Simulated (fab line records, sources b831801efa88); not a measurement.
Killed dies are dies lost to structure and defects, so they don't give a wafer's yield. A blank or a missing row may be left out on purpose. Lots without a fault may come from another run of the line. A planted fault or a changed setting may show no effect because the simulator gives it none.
Which tool did it? | flow sky130 | 11 lots, 33 wafers sampled, at 5 steps of a route of 708

WHAT THE GAUGES READ, wafer by wafer
SKY_SONOS_ONO_THK_MEAS_01. Usual: SONOS_ONO_OXIDATION_THK 2.61 nm, standard deviation 0.057.
lot  | measured     | on            | SONOS_ONO_OXIDATION_THK (nm)  | flag
L176 | day 13 22:14 | film_metro-04 | 2.62 2.67 2.71                |
L177 | day 14 05:24 | film_metro-01 | 2.68 2.71 2.74                |
L180 | day 15 07:05 | film_metro-04 | 2.59 2.58 2.59                |
L181 | day 15 14:29 | film_metro-03 | 2.62 2.57 2.64                |
L183 | day 16 04:29 | film_metro-04 | 2.53 2.51 2.56                |
L184 | day 16 14:29 | film_metro-03 | 2.56 2.63 2.62                |
L185 | day 16 18:46 | film_metro-04 | 2.97 2.92 2.91 2.98 2.88 2.88 | OFF
L187 | day 17 12:38 | film_metro-04 | 2.96 2.93 2.90 2.92 2.90 2.93 | OFF
L188 | day 18 01:45 | film_metro-04 | 2.91 2.92 2.90 2.86 2.85 2.92 | OFF
L189 | day 18 07:32 | film_metro-03 | 2.63 2.65 2.72                |
L190 | day 18 10:22 | film_metro-01 | 2.61 2.69 2.66                |

SKY_LDD_LDN_OVL_MEAS_07. Usual: LDD_LDN_OVL -0.5 nm, standard deviation 1.4.
lot  | measured     | on         | LDD_LDN_OVL (nm) | flag
L176 | day 25 16:45 | overlay-01 | 0.9 0.6 0.8      |
L177 | day 26 00:49 | overlay-01 | -2.8 -1.8 -3.3   |
L180 | day 27 02:28 | overlay-01 | -0.3 0.3 -0.9    |
L181 | day 27 10:51 | overlay-02 | -2.2 -1.3 -2.3   |
L183 | day 28 01:41 | overlay-01 | -1.5 -1.2 -1.3   |
L184 | day 28 08:49 | overlay-01 | -1.5 -0.1 -0.7   |
L185 | day 28 15:43 | overlay-01 | -1.0 -1.5 -2.4   |
L187 | day 29 06:00 | overlay-02 | -1.1 2.0 0.8     |
L188 | day 29 19:31 | overlay-02 | -1.7 -1.2 0.1    |
L189 | day 30 01:48 | overlay-02 | 1.2 0.5 1.4      |
L190 | day 30 04:32 | overlay-02 | -0.9 0.0 -1.4    |

SKY_SD_P_TW_MEAS_11. Usual: SD_P_TW 2820, standard deviation 15.
lot  | measured     | on            | SD_P_TW        | flag
L176 | day 28 05:47 | film_metro-01 | 2827 2854 2844 |
L177 | day 28 13:42 | film_metro-02 | 2816 2814 2800 |
L180 | day 29 13:35 | film_metro-03 | 2794 2804 2804 |
L181 | day 29 23:02 | film_metro-03 | 2793 2812 2798 |
L183 | day 30 12:01 | film_metro-01 | 2839 2847 2853 |
L184 | day 30 19:58 | film_metro-03 | 2809 2803 2801 |
L185 | day 31 03:12 | film_metro-01 | 2828 2842 2845 |
L187 | day 31 17:59 | film_metro-01 | 2834 2836 2839 |
L188 | day 32 06:17 | film_metro-03 | 2810 2809 2831 |
L189 | day 32 13:09 | film_metro-01 | 2826 2816 2811 |
L190 | day 32 14:23 | film_metro-03 | 2824 2819 2819 |

WHICH TOOL RAN EACH LOT (tool, then ch and the chambers of the sampled wafers, then the start)
lot  | SKY_SONOS_ONO_OXIDATION_00    | SKY_SONOS_ONO_STRIP_17
L176 | furnace-01 ch 0, day 13 20:53 | plasma_asher-01 ch 0,1, day 15 04:21
L177 | furnace-01 ch 0, day 14 04:03 | plasma_asher-01 ch 0,1, day 15 12:49
L180 | furnace-02 ch 0, day 15 05:43 | plasma_asher-04 ch 0,1, day 16 14:12
L181 | furnace-01 ch 0, day 15 13:08 | plasma_asher-02 ch 0,1, day 16 20:58
L183 | furnace-01 ch 0, day 16 03:09 | plasma_asher-01 ch 0,1, day 17 12:01
L184 | furnace-01 ch 0, day 16 13:08 | plasma_asher-02 ch 0,1, day 17 22:37
L185 | furnace-01 ch 0, day 16 17:25 | plasma_asher-01 ch 1, day 18 02:52
L187 | furnace-01 ch 0, day 17 11:16 | plasma_asher-04 ch 0,1, day 18 21:32
L188 | furnace-01 ch 0, day 18 00:25 | plasma_asher-01 ch 0,1, day 19 11:54
L189 | furnace-02 ch 0, day 18 06:10 | plasma_asher-04 ch 0,1, day 19 16:36
L190 | furnace-02 ch 0, day 18 09:01 | plasma_asher-04 ch 0, day 19 22:09
- SKY_SONOS_ONO_OXIDATION_00: stabilise 600 s, purge 300 s, target thk 2.6 nm.
- SKY_SONOS_ONO_STRIP_17: strips in O2/N2.

WHAT THE TOOLS THEMSELVES READ (means of the sampled wafers that have a number; where no wafer has one, the mark that the record gives instead)
SKY_SONOS_ONO_OXIDATION_00. Usual: ramp_down_c_per_min 2.9999, standard deviation 0.00052; spike_tc_bottom_C 815 C, standard deviation 3.9; spike_tc_centre_C 800.0 C, standard deviation 1.3; spike_tc_lower_C 801.3 C, standard deviation 1.4; spike_tc_upper_C 799.3 C, standard deviation 1.5; tube_center_temp_C 800 C, standard deviation 0.067; tube_center_temp_C_max 802.1, standard deviation 0.32.
lot  | tool       | ramp_down_c_per_min | spike_tc_bottom_C (C) | spike_tc_centre_C (C) | spike_tc_lower_C (C) | spike_tc_upper_C (C) | tube_center_temp_C (C) | tube_center_temp_C_max | flag
L176 | furnace-01 | 3.0000              | 818                   | 798.7                 | 802.5                | 798.5                | 800                    | 801.9                  |
L177 | furnace-01 | 2.9999              | 818                   | 799.7                 | 802.4                | 797.7                | 800                    | 801.9                  |
L180 | furnace-02 | 2.9996              | 811                   | 800.7                 | 800.4                | 801.2                | 800                    | 801.9                  |
L181 | furnace-01 | 2.9999              | 818                   | 799.6                 | 802.2                | 798.6                | 800                    | 802.2                  |
L183 | furnace-01 | 3.0000              | 819                   | 799.1                 | 802.3                | 797.6                | 800                    | 802.0                  |
L184 | furnace-01 | 2.9998              | 818                   | 800.0                 | 802.5                | 798.4                | 800                    | 802.0                  |
L185 | furnace-01 | 3.0003              | 826                   | 806.3                 | 809.2                | 806.4                | 808                    | 809.8                  | OFF
L187 | furnace-01 | 2.9999              | 825                   | 806.2                 | 810.1                | 805.9                | 808                    | 809.9                  | OFF
L188 | furnace-01 | 2.9997              | 825                   | 807.9                 | 809.2                | 805.7                | 808                    | 810.2                  | OFF
L189 | furnace-02 | 3.0005              | 811                   | 801.7                 | 800.2                | 800.9                | 800                    | 801.8                  |
L190 | furnace-02 | 2.9999              | 811                   | 800.9                 | 799.6                | 800.6                | 800                    | 802.1                  |

SKY_SONOS_ONO_STRIP_17. Usual: drypump_motor_current_A 6.0 A, standard deviation 0.46; oes_product_au 0.710 a.u., standard deviation 0.0048; strip_time_to_endpoint_s 14.10 s, standard deviation 0.045.
lot  | tool            | drypump_motor_current_A (A) | oes_product_au (a.u.) | strip_time_to_endpoint_s (s) | flag
L176 | plasma_asher-01 | 6.2                         | 0.717                 | 14.07                        |
L177 | plasma_asher-01 | 5.8                         | 0.710                 | 14.12                        |
L180 | plasma_asher-04 | 5.9                         | 0.715                 | 14.12                        |
L181 | plasma_asher-02 | 6.5                         | 0.706                 | 14.11                        |
L183 | plasma_asher-01 | 5.8                         | 0.714                 | 14.04                        |
L184 | plasma_asher-02 | 6.5                         | 0.707                 | 14.09                        |
L185 | plasma_asher-01 | 6.6                         | 0.713                 | 14.09                        |
L187 | plasma_asher-04 | 5.7                         | 0.710                 | 14.12                        |
L188 | plasma_asher-01 | 6.2                         | 0.711                 | 14.09                        |
L189 | plasma_asher-04 | 5.9                         | 0.707                 | 14.15                        |
L190 | plasma_asher-04 | 5.6                         | 0.707                 | 14.10                        |

THE ANSWER, worked out from the rows above alone
Rule: a lot is off if the mean of its wafers that have a number lies more than 3 standard deviations from the usual mean. A lot without any number at a reading at which 4 lots or more have one is off too. The other lots that the step has rows for count as sound. The gauges are gone through in route order, then the tools' own readings, and for those a lot's mean is taken as printed above. The first step at which some lot is off is used, and at that step the reading that is off furthest; a lot without a number counts as furthest.
Off: L185, L187, L188, at SKY_SONOS_ONO_THK_MEAS_01 (SONOS_ONO_OXIDATION_THK).
A tool fits if, at a process step before that reading, it ran every lot that is off, and no sound lot after the first of them. The gauges at SKY_SONOS_ONO_THK_MEAS_01 aren't tried: what is off there is off at SKY_SONOS_ONO_OXIDATION_00 too, on other tools, and a gauge's error can't cause that. One fits: furnace-01 at SKY_SONOS_ONO_OXIDATION_00. Its last sound lot is L184 (day 16 13:08), its first lot that is off L185 (day 16 17:25): a fault that began between those two fits.
The tool's own readings at SKY_SONOS_ONO_OXIDATION_00 bear it out: on the lots that are off they differ by more than 5 times the standard deviation of the sound lots' means. spike_tc_centre_C reads 806.8 C there against 800.1 C on the sound lots; spike_tc_lower_C reads 809.5 C there against 801.5 C on the sound lots; tube_center_temp_C reads 808 C there against 800 C on the sound lots; tube_center_temp_C_max reads 810.0 there against 802.0 on the sound lots.

WHAT THE SIMULATOR HAD PUT IN
Process parameter drift: furnace-01, from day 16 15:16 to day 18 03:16, at SKY_SONOS_ONO_OXIDATION_00. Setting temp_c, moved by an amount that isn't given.
Lots struck among those shown: L185, L187, L188. The rule above found the same.
